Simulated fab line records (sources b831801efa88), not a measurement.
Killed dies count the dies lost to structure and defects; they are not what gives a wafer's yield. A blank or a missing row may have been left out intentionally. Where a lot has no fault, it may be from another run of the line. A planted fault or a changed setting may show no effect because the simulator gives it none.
What tool caused it? :: flow sky130 :: 12 lots, 36 wafers sampled, at 5 steps of a route of 708

WHAT THE GAUGES SHOWED, per wafer
SKY_VT_ADJUST_LVTN_TW_MEAS_21. Usual: VT_ADJUST_LVTN_2_TW gives 189.6 (standard deviation 1.9).
lot: L925
measured: day 8 07:28
on: film-metro-02
VT_ADJUST_LVTN_2_TW: 189.1 187.0 187.0
flag: 

lot: L926
measured: day 8 12:36
on: film-metro-02
VT_ADJUST_LVTN_2_TW: 186.8 186.1 186.6
flag: 

lot: L928
measured: day 9 01:39
on: film-metro-02
VT_ADJUST_LVTN_2_TW: 188.8 186.8 188.6
flag: 

lot: L930
measured: day 9 12:58
on: film-metro-03
VT_ADJUST_LVTN_2_TW: 167.8 167.6 168.5
flag: OFF

lot: L931
measured: day 9 20:22
on: film-metro-01
VT_ADJUST_LVTN_2_TW: 166.5 167.3 165.2
flag: OFF

lot: L932
measured: day 10 05:00
on: film-metro-03
VT_ADJUST_LVTN_2_TW: 191.9 192.8 193.2
flag: 

lot: L938
measured: day 12 05:16
on: film-metro-03
VT_ADJUST_LVTN_2_TW: 191.2 191.0 190.4
flag: 

lot: L939
measured: day 12 15:52
on: film-metro-01
VT_ADJUST_LVTN_2_TW: 191.2 189.5 190.2
flag: 

lot: L940
measured: day 12 16:10
on: film-metro-01
VT_ADJUST_LVTN_2_TW: 190.3 190.2 190.0
flag: 

lot: L942
measured: day 13 03:04
on: film-metro-02
VT_ADJUST_LVTN_2_TW: 187.9 187.1 188.1
flag: 

lot: L945
measured: day 15 00:00
on: film-metro-01
VT_ADJUST_LVTN_2_TW: 189.3 190.0 190.3
flag: 

lot: L946
measured: day 14 23:25
on: film-metro-02
VT_ADJUST_LVTN_2_TW: 187.5 187.1 187.2
flag: 

SKY_POLY_CUT_CD_MEAS_08: target cd 270 nm. Usual: cd-nm at 269.4 nm, with a standard deviation of 1.4.
lot: L925
measured: day 24 19:28
on: cd-sem-01
cd-nm (nm): 271.2 271.8 271.1
flag: 

lot: L926
measured: day 25 08:44
on: cd-sem-01
cd-nm (nm): 270.2 269.4 270.4
flag: 

lot: L928
measured: day 26 19:30
on: cd-sem-01
cd-nm (nm): 269.6 269.7 268.3
flag: 

lot: L930
measured: day 26 20:40
on: cd-sem-01
cd-nm (nm): 271.9 269.5 270.4
flag: 

lot: L931
measured: day 27 03:55
on: cd-sem-02
cd-nm (nm): 269.0 268.2 269.6
flag: 

lot: L932
measured: day 27 11:59
on: cd-sem-02
cd-nm (nm): 270.8 270.9 269.7
flag: 

lot: L938
measured: day 29 23:35
on: cd-sem-01
cd-nm (nm): 271.4 270.4 271.3
flag: 

lot: L939
measured: day 30 08:12
on: cd-sem-02
cd-nm (nm): 270.4 270.4 268.6
flag: 

lot: L940
measured: day 30 12:14
on: cd-sem-02
cd-nm (nm): 268.1 267.0 267.0
flag: 

lot: L942
measured: day 30 21:33
on: cd-sem-01
cd-nm (nm): 270.4 271.6 272.1
flag: 

lot: L945
measured: day 33 21:35
on: cd-sem-01
cd-nm (nm): 270.4 270.6 270.1
flag: 

lot: L946
measured: day 32 16:53
on: cd-sem-01
cd-nm (nm): 268.9 269.7 270.2
flag: 

TOOL THAT RAN EACH LOT (tool first, then ch and the chambers of the sampled wafers, then the start)
lot: L925
SKY_FIELD_ISO_CMP_27: cmp-01 ch 0,2, day 2 21:56
SKY_VT_ADJUST_LVTN_IMPLANT_19: implanter-02 ch 0, day 8 07:13
SKY_SONOS_ONO_STRIP_17: plasma-asher-03 ch 0,1, day 13 06:09

lot: L926
SKY_FIELD_ISO_CMP_27: cmp-02 ch 0,1, day 3 02:55
SKY_VT_ADJUST_LVTN_IMPLANT_19: implanter-02 ch 0, day 8 12:23
SKY_SONOS_ONO_STRIP_17: plasma-asher-02 ch 0,1, day 13 14:47

lot: L928
SKY_FIELD_ISO_CMP_27: cmp-02 ch 0,1,3, day 3 11:44
SKY_VT_ADJUST_LVTN_IMPLANT_19: implanter-02 ch 0, day 9 01:26
SKY_SONOS_ONO_STRIP_17: plasma-asher-03 ch 0,1, day 14 06:49

lot: L930
SKY_FIELD_ISO_CMP_27: cmp-01 ch 0,1, day 3 22:11
SKY_VT_ADJUST_LVTN_IMPLANT_19: implanter-02 ch 0, day 9 12:45
SKY_SONOS_ONO_STRIP_17: plasma-asher-04 ch 0,1, day 14 23:39

lot: L931
SKY_FIELD_ISO_CMP_27: cmp-01 ch 0,1, day 4 02:50
SKY_VT_ADJUST_LVTN_IMPLANT_19: implanter-02 ch 0, day 9 20:09
SKY_SONOS_ONO_STRIP_17: plasma-asher-02 ch 0,1, day 15 07:29

lot: L932
SKY_FIELD_ISO_CMP_27: cmp-01 ch 1,3, day 4 09:31
SKY_VT_ADJUST_LVTN_IMPLANT_19: implanter-03 ch 0, day 10 04:45
SKY_SONOS_ONO_STRIP_17: plasma-asher-02 ch 0,1, day 15 14:17

lot: L938
SKY_FIELD_ISO_CMP_27: cmp-01 ch 1,2, day 5 19:59
SKY_VT_ADJUST_LVTN_IMPLANT_19: implanter-03 ch 0, day 12 05:02
SKY_SONOS_ONO_STRIP_17: plasma-asher-03 ch 0,1, day 18 03:02

lot: L939
SKY_FIELD_ISO_CMP_27: cmp-02 ch 0,1,3, day 6 05:01
SKY_VT_ADJUST_LVTN_IMPLANT_19: implanter-02 ch 0, day 12 15:38
SKY_SONOS_ONO_STRIP_17: plasma-asher-03 ch 0,1, day 18 12:39

lot: L940
SKY_FIELD_ISO_CMP_27: cmp-01 ch 0,2, day 6 05:01
SKY_VT_ADJUST_LVTN_IMPLANT_19: implanter-03 ch 0, day 12 15:56
SKY_SONOS_ONO_STRIP_17: plasma-asher-03 ch 0,1, day 18 14:32

lot: L942
SKY_FIELD_ISO_CMP_27: cmp-01 ch 0,1, day 6 12:19
SKY_VT_ADJUST_LVTN_IMPLANT_19: implanter-02 ch 0, day 13 02:50
SKY_SONOS_ONO_STRIP_17: plasma-asher-02 ch 0,1, day 19 04:53

lot: L945
SKY_FIELD_ISO_CMP_27: cmp-02 ch 2,3, day 7 20:30
SKY_VT_ADJUST_LVTN_IMPLANT_19: implanter-02 ch 0, day 14 23:45
SKY_SONOS_ONO_STRIP_17: plasma-asher-03 ch 0,1, day 21 11:59

lot: L946
SKY_FIELD_ISO_CMP_27: cmp-01 ch 0,2, day 7 20:33
SKY_VT_ADJUST_LVTN_IMPLANT_19: implanter-01 ch 0, day 14 23:10
SKY_SONOS_ONO_STRIP_17: plasma-asher-02 ch 0,1, day 21 07:20
- SKY_FIELD_ISO_CMP_27: polishes, stops on Si3N4, t overpolish 16 s, target thk 457.8 nm.
- SKY_VT_ADJUST_LVTN_IMPLANT_19
- SKY_SONOS_ONO_STRIP_17: strips in O2/N2.

AS READ BY THE TOOLS THEMSELVES (means over the sampled wafers that have a number; for cases with no such wafer, the mark the record gives instead)
SKY_FIELD_ISO_CMP_27. Usual: motor-current-A 13.3 A, standard deviation 1; overpolish-run-s 15.999 s, standard deviation 0.0091; time-to-endpoint-s 112 s, standard deviation 4.1.
lot: L925
tool: cmp-01
motor-current-A (A): 14.0
overpolish-run-s (s): 16.006
time-to-endpoint-s (s): 115
flag: 

lot: L926
tool: cmp-02
motor-current-A (A): 12.5
overpolish-run-s (s): 15.993
time-to-endpoint-s (s): 112
flag: 

lot: L928
tool: cmp-02
motor-current-A (A): 12.5
overpolish-run-s (s): 15.989
time-to-endpoint-s (s): 115
flag: 

lot: L930
tool: cmp-01
motor-current-A (A): 14.6
overpolish-run-s (s): 16.001
time-to-endpoint-s (s): 114
flag: 

lot: L931
tool: cmp-01
motor-current-A (A): 13.6
overpolish-run-s (s): 16.006
time-to-endpoint-s (s): 107
flag: 

lot: L932
tool: cmp-01
motor-current-A (A): 12.6
overpolish-run-s (s): 16.000
time-to-endpoint-s (s): 110
flag: 

lot: L938
tool: cmp-01
motor-current-A (A): 12.8
overpolish-run-s (s): 16.001
time-to-endpoint-s (s): 111
flag: 

lot: L939
tool: cmp-02
motor-current-A (A): 12.3
overpolish-run-s (s): 15.990
time-to-endpoint-s (s): 117
flag: 

lot: L940
tool: cmp-01
motor-current-A (A): 14.0
overpolish-run-s (s): 16.002
time-to-endpoint-s (s): 109
flag: 

lot: L942
tool: cmp-01
motor-current-A (A): 14.3
overpolish-run-s (s): 16.006
time-to-endpoint-s (s): 110
flag: 

lot: L945
tool: cmp-02
motor-current-A (A): 13.1
overpolish-run-s (s): 15.997
time-to-endpoint-s (s): 120
flag: 

lot: L946
tool: cmp-01
motor-current-A (A): 13.7
overpolish-run-s (s): 16.006
time-to-endpoint-s (s): 110
flag: 

SKY_VT_ADJUST_LVTN_IMPLANT_19. Usual: dose-ions-cm2 6.499e+11, standard deviation 6.5e+08; faraday-current-uA 3.67, standard deviation 0.072.
lot: L925
tool: implanter-02
dose-ions-cm2: 6.501e+11
faraday-current-uA: 3.64
flag: 

lot: L926
tool: implanter-02
dose-ions-cm2: 6.502e+11
faraday-current-uA: 3.59
flag: 

lot: L928
tool: implanter-02
dose-ions-cm2: 6.491e+11
faraday-current-uA: 3.65
flag: 

lot: L930
tool: implanter-02
dose-ions-cm2: 4.002e+11
faraday-current-uA: 2.24
flag: OFF

lot: L931
tool: implanter-02
dose-ions-cm2: 4.005e+11
faraday-current-uA: 2.31
flag: OFF

lot: L932
tool: implanter-03
dose-ions-cm2: 6.499e+11
faraday-current-uA: 3.68
flag: 

lot: L938
tool: implanter-03
dose-ions-cm2: 6.498e+11
faraday-current-uA: 3.69
flag: 

lot: L939
tool: implanter-02
dose-ions-cm2: 6.511e+11
faraday-current-uA: 3.73
flag: 

lot: L940
tool: implanter-03
dose-ions-cm2: 6.509e+11
faraday-current-uA: 3.65
flag: 

lot: L942
tool: implanter-02
dose-ions-cm2: 6.502e+11
faraday-current-uA: 3.74
flag: 

lot: L945
tool: implanter-02
dose-ions-cm2: 6.501e+11
faraday-current-uA: 3.64
flag: 

lot: L946
tool: implanter-01
dose-ions-cm2: 6.495e+11
faraday-current-uA: 3.63
flag: 

SKY_SONOS_ONO_STRIP_17. Usual: chamber-pressure-mTorr 1500.0 mTorr, standard deviation 1.4; drypump-motor-current-A 5.9 A, standard deviation 0.45; oes-product-au 0.709 a.u., standard deviation 0.0051; strip-time-to-endpoint-s 14.10 s, standard deviation 0.04.
lot: L925
tool: plasma-asher-03
chamber-pressure-mTorr (mTorr): 1500.3
drypump-motor-current-A (A): 6.1
oes-product-au (a.u.): 0.713
strip-time-to-endpoint-s (s): 14.05
flag: 

lot: L926
tool: plasma-asher-02
chamber-pressure-mTorr (mTorr): 1500.0
drypump-motor-current-A (A): 6.2
oes-product-au (a.u.): 0.709
strip-time-to-endpoint-s (s): 14.12
flag: 

lot: L928
tool: plasma-asher-03
chamber-pressure-mTorr (mTorr): 1499.4
drypump-motor-current-A (A): 5.8
oes-product-au (a.u.): 0.711
strip-time-to-endpoint-s (s): 14.06
flag: 

lot: L930
tool: plasma-asher-04
chamber-pressure-mTorr (mTorr): 1500.2
drypump-motor-current-A (A): 5.4
oes-product-au (a.u.): 0.707
strip-time-to-endpoint-s (s): 14.14
flag: 

lot: L931
tool: plasma-asher-02
chamber-pressure-mTorr (mTorr): 1501.6
drypump-motor-current-A (A): 6.1
oes-product-au (a.u.): 0.708
strip-time-to-endpoint-s (s): 14.06
flag: 

lot: L932
tool: plasma-asher-02
chamber-pressure-mTorr (mTorr): 1500.3
drypump-motor-current-A (A): 6.1
oes-product-au (a.u.): 0.705
strip-time-to-endpoint-s (s): 14.09
flag: 

lot: L938
tool: plasma-asher-03
chamber-pressure-mTorr (mTorr): 1500.6
drypump-motor-current-A (A): 5.8
oes-product-au (a.u.): 0.713
strip-time-to-endpoint-s (s): 14.13
flag: 

lot: L939
tool: plasma-asher-03
chamber-pressure-mTorr (mTorr): 1499.1
drypump-motor-current-A (A): 6.1
oes-product-au (a.u.): 0.709
strip-time-to-endpoint-s (s): 14.06
flag: 

lot: L940
tool: plasma-asher-03
chamber-pressure-mTorr (mTorr): 1499.8
drypump-motor-current-A (A): 5.8
oes-product-au (a.u.): 0.707
strip-time-to-endpoint-s (s): 14.15
flag: 

lot: L942
tool: plasma-asher-02
chamber-pressure-mTorr (mTorr): 1499.7
drypump-motor-current-A (A): 6.1
oes-product-au (a.u.): 0.711
strip-time-to-endpoint-s (s): 14.13
flag: 

lot: L945
tool: plasma-asher-03
chamber-pressure-mTorr (mTorr): 1499.8
drypump-motor-current-A (A): 5.7
oes-product-au (a.u.): 0.707
strip-time-to-endpoint-s (s): 14.14
flag: 

lot: L946
tool: plasma-asher-02
chamber-pressure-mTorr (mTorr): 1500.2
drypump-motor-current-A (A): 6.1
oes-product-au (a.u.): 0.706
strip-time-to-endpoint-s (s): 14.13
flag: 

THE ANSWER, worked out from the rows above alone
Rule: a lot counts as off when the mean over its wafers that have a number is more than 3 standard deviations away from the usual mean. Also off: a lot with no number at a reading for which 4 or more lots have one. All remaining lots with rows at the step are treated as sound. The gauges are gone through in route order, then the tools' own readings, and for those a lot's mean is taken as printed above. At the first step where some lot is off, the reading lying furthest off is the one used; lots without a number count as furthest.
Off: at SKY_VT_ADJUST_LVTN_TW_MEAS_21 (VT_ADJUST_LVTN_2_TW), L930, L931.
If a tool, at a process step before that reading, ran all the lots that are off and no sound lot after the first of them, it fits. The gauges at SKY_VT_ADJUST_LVTN_TW_MEAS_21 aren't tried: what is off there is off at SKY_VT_ADJUST_LVTN_IMPLANT_19 too, on other tools, and a gauge's error can't cause that. Not one of the candidates tried fits.

WHAT THE SIMULATOR HAD INSERTED
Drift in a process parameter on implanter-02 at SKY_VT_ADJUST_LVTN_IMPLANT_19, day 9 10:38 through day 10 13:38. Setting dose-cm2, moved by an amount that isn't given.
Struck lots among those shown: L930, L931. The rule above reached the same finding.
